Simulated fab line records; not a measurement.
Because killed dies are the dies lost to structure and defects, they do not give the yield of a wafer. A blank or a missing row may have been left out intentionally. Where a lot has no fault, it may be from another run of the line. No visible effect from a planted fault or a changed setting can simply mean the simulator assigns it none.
One fault seen from 2 desks || flow gf180mcu || each desk holds nothing but its own numbers, with what lay behind them at the end

## METROLOGY DESK
What the gauges read for every lot (on any tool): the sampled wafers with a number, averaged. Marked OUT: a lot whose mean sits more than 4 standard deviations from the usual mean, which makes it out of limits; the brackets give that distance.
Columns: A = V1_W_THK at GF_V1_THK_MEAS_25, usual 349 nm; B = V2_OVL at GF_V2_OVL_MEAS_15, usual -3 nm; C = cdNm at GF_M3_CD_MEAS_14, usual 279.9 nm
{"lot": "L987", "first seen here": "day 18 07:52", "A": 353, "B": 0, "C": 280.6}
{"lot": "L989", "first seen here": "day 18 22:40", "A": 344, "B": 3, "C": 279.7}
{"lot": "L991", "first seen here": "day 19 15:26", "A": 347, "B": -6, "C": 279.9}
{"lot": "L992", "first seen here": "day 20 05:38", "A": 341, "B": -1, "C": 279.3}
{"lot": "L994", "first seen here": "day 20 20:48", "A": 358, "B": -6, "C": 280.0}
{"lot": "L995", "first seen here": "day 21 08:42", "A": 350, "B": -7, "C": 278.6}
{"lot": "L997", "first seen here": "day 22 00:41", "A": 340, "B": -1, "C": 279.7}
{"lot": "L998", "first seen here": "day 22 10:16", "A": 345, "B": 3, "C": 280.7}
{"lot": "L100", "first seen here": "day 23 00:28", "A": 356, "B": -0, "C": 280.7}
{"lot": "L101", "first seen here": "day 23 10:04", "A": 350, "B": 0, "C": 278.9}
{"lot": "L102", "first seen here": "day 23 23:20", "A": 346, "B": -3, "C": "284.7 (+4.0) OUT"}
{"lot": "L103", "first seen here": "day 24 02:29", "A": 344, "B": 2, "C": 283.8}
{"lot": "L104", "first seen here": "day 24 14:58", "A": 350, "B": -10, "C": 278.4}
This desk's finding: out of limits on L102; first on L102, day 26 19:08 (cdNm at GF_M3_CD_MEAS_14). L987, L989, L991, L992, L994, L995, L997, L998, L100, L101, L103, L104: within limits.

## DESK OF THE TOOL OWNER: lithoTrack-04
At GF_M3_SOFTBAKE_10 (time 60 s), the tool's own readings, given per lot that ran on this tool as the mean of the sampled wafers with a number. Marked OUT: a lot whose mean sits more than 4 standard deviations from the usual mean, which makes it out of limits; the brackets give that distance.
Columns: A = heaterPowerTotalW at GF_M3_SOFTBAKE_10, usual 93.05 W; B = runLengthS at GF_M3_SOFTBAKE_10, usual 89.07 s
{"lot": "L987", "first seen here": "day 20 23:31", "A": 93.01, "B": 89.06}
{"lot": "L989", "first seen here": "day 21 15:42", "A": 92.99, "B": 89.07}
{"lot": "L992", "first seen here": "day 22 20:18", "A": 93.09, "B": 88.99}
{"lot": "L995", "first seen here": "day 23 22:15", "A": 93.09, "B": 89.07}
{"lot": "L998", "first seen here": "day 24 22:06", "A": 93.04, "B": 89.06}
{"lot": "L101", "first seen here": "day 25 19:57", "A": 93.04, "B": 89.11}
{"lot": "L102", "first seen here": "day 26 08:51", "A": "99.60 (+99 or more) OUT", "B": "77.63 (-46) OUT"}
{"lot": "L103", "first seen here": "day 26 13:50", "A": "99.65 (+99 or more) OUT", "B": "77.73 (-45) OUT"}
This desk's finding: out of limits on L102, L103; first on L102, day 26 08:51 (heaterPowerTotalW at GF_M3_SOFTBAKE_10). L987, L989, L992, L995, L998, L101: within limits.

## TAKEN TOGETHER
An alarm could have come from the tool owner's desk at day 26 08:51, on L102, L103.
On L102, the metrology desk was in a position to raise an alarm at day 26 19:08.
The metrology desk holds a record of L103, inside its limits.
Every lot named ran GF_M3_SOFTBAKE_10 on lithoTrack-04.

## WHAT HAD BEEN PUT IN BY THE SIMULATOR
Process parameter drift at GF_M3_SOFTBAKE_10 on lithoTrack-04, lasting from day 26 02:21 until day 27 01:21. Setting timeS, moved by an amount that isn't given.
Struck lots among those shown: L102, L103.
Counting hours from when the fault started, the first reading out of limits came at 6 for the tool owner's desk and at 17 for the metrology desk.
